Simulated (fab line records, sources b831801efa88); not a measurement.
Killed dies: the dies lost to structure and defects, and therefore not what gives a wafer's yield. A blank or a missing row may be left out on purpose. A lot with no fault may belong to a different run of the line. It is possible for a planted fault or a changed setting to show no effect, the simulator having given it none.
Tool commonality check ; flow gf180mcu ; Lots sampled 13, wafers sampled 39

## THE REASON FOR OPENING IT
GF_HV_LDD_RS_MEAS_53, reading HV_LDD_RS: flagged on 3 of 13 lots. Fault-free wafers read 418.8 ohm/sq, with a standard deviation of 1.
Rule: flag the lot when none of its wafers has a number, or when each of its wafers that has one lies beyond 4 standard deviations from that mean. The rest of the lots are taken to be sound.

lot;measured;on;HV_LDD_RS (ohm/sq), wafer by wafer;flag
L421;day 13 07:46;film_metro-01;418.7 418.0 418.5;
L422;day 13 11:59;film_metro-03;421.2 418.3 420.3;
L423;day 13 17:21;film_metro-03;418.4 419.3 419.2;
L424;day 14 04:08;film_metro-03;418.9 419.6 419.2;
L426;day 14 19:37;film_metro-03;412.8 413.9 413.3;FLAGGED
L427;day 15 02:02;film_metro-03;413.5 413.5 413.3;FLAGGED
L428;day 15 06:24;film_metro-04;412.2 413.6 412.7;FLAGGED
L433;day 17 02:06;film_metro-01;417.1 418.7 417.2;
L434;day 17 10:26;film_metro-04;417.7 418.2 418.5;
L438;day 18 19:21;film_metro-04;420.1 418.6 419.7;
L440;day 19 12:15;film_metro-01;418.6 417.8 418.5;
L441;day 19 22:06;film_metro-01;417.4 417.0 416.6;
L442;day 20 00:57;film_metro-04;420.1 419.4 419.0;
Average over the flagged lots: 413.2 ohm/sq; offset from the usual -5.6 ohm/sq, equal to -6 standard deviations.

## WHICH TOOL EACH LOT WENT THROUGH
2 process steps preceding the reading are held in the record, out of 602 steps in the route. In each cell: the tool, then ch and the chambers that the sampled wafers went through, then the start.
lot;flag;GF_HV_LDD_IMPLANT_34;GF_HV_LDD_STRIP_37
L421;;implanter-02 ch 0, day 12 10:53;plasma_asher-01 ch 0,1, day 12 11:19
L422;;implanter-02 ch 0, day 12 14:50;plasma_asher-01 ch 0,1, day 12 15:17
L423;;implanter-02 ch 0, day 12 20:13;plasma_asher-02 ch 0,1, day 12 20:38
L424;;implanter-02 ch 0, day 13 06:15;plasma_asher-02 ch 0,1, day 13 06:42
L426;FLAGGED;implanter-02 ch 0, day 13 21:44;plasma_asher-01 ch 0,1, day 13 22:11
L427;FLAGGED;implanter-02 ch 0, day 14 03:48;plasma_asher-02 ch 0,1, day 14 04:15
L428;FLAGGED;implanter-02 ch 0, day 14 08:18;plasma_asher-01 ch 0,1, day 14 08:44
L433;;implanter-01 ch 0, day 16 02:31;plasma_asher-03 ch 0,1, day 16 02:56
L434;;implanter-01 ch 0, day 16 08:57;plasma_asher-03 ch 0,1, day 16 11:22
L438;;implanter-02 ch 0, day 17 18:30;plasma_asher-03 ch 0,1, day 17 18:56
L440;;implanter-03 ch 0, day 18 10:14;plasma_asher-02 ch 0,1, day 18 10:41
L441;;implanter-03 ch 0, day 18 20:39;plasma_asher-01 ch 0, day 18 21:05
L442;;implanter-02 ch 0, day 19 00:11;plasma_asher-02 ch 0,1, day 19 00:36
These steps, and what they do:
- GF_HV_LDD_IMPLANT_34
- GF_HV_LDD_STRIP_37: strips in O2/N2.
- GF_HV_LDD_RS_MEAS_53: measures by four-point-probe.

## FLAGGED AGAINST TOTAL, ONE TOOL AT A TIME (gauges that did the reading follow at the end)
step;tool;lots run;flagged;share of the flagged lots;sound lots run after its first flagged lot
GF_HV_LDD_IMPLANT_34;implanter-01;2;0;none;-
GF_HV_LDD_IMPLANT_34;implanter-02;9;3;all;2 (L438,L442)
GF_HV_LDD_IMPLANT_34;implanter-03;2;0;none;-
GF_HV_LDD_STRIP_37;plasma_asher-01;5;2;some;1 (L441)
GF_HV_LDD_STRIP_37;plasma_asher-02;5;1;some;2 (L440,L442)
GF_HV_LDD_STRIP_37;plasma_asher-03;3;0;none;-
GF_HV_LDD_RS_MEAS_53;film_metro-01;4;0;none;-
GF_HV_LDD_RS_MEAS_53;film_metro-03;5;2;some;0
GF_HV_LDD_RS_MEAS_53;film_metro-04;4;1;some;3 (L434,L438,L442)

## WHAT THE TABLE PERMITS
Rows of the table that ran each flagged lot: 1, that is implanter-02 at GF_HV_LDD_IMPLANT_34.
- implanter-02 at GF_HV_LDD_IMPLANT_34 ran 9 lots, 3 of them flagged. Sound lots ran on it after the first flagged one (L438, L442), which a lasting fault on the whole tool wouldn't allow. Its own readings lie more than 4 standard deviations out on every wafer of the flagged lots: dose_ions_cm2, faraday_current_uA.
None of the table's rows ran every flagged lot and, after the first, no sound lot.

## WHAT THE SIMULATOR HAD PUT IN
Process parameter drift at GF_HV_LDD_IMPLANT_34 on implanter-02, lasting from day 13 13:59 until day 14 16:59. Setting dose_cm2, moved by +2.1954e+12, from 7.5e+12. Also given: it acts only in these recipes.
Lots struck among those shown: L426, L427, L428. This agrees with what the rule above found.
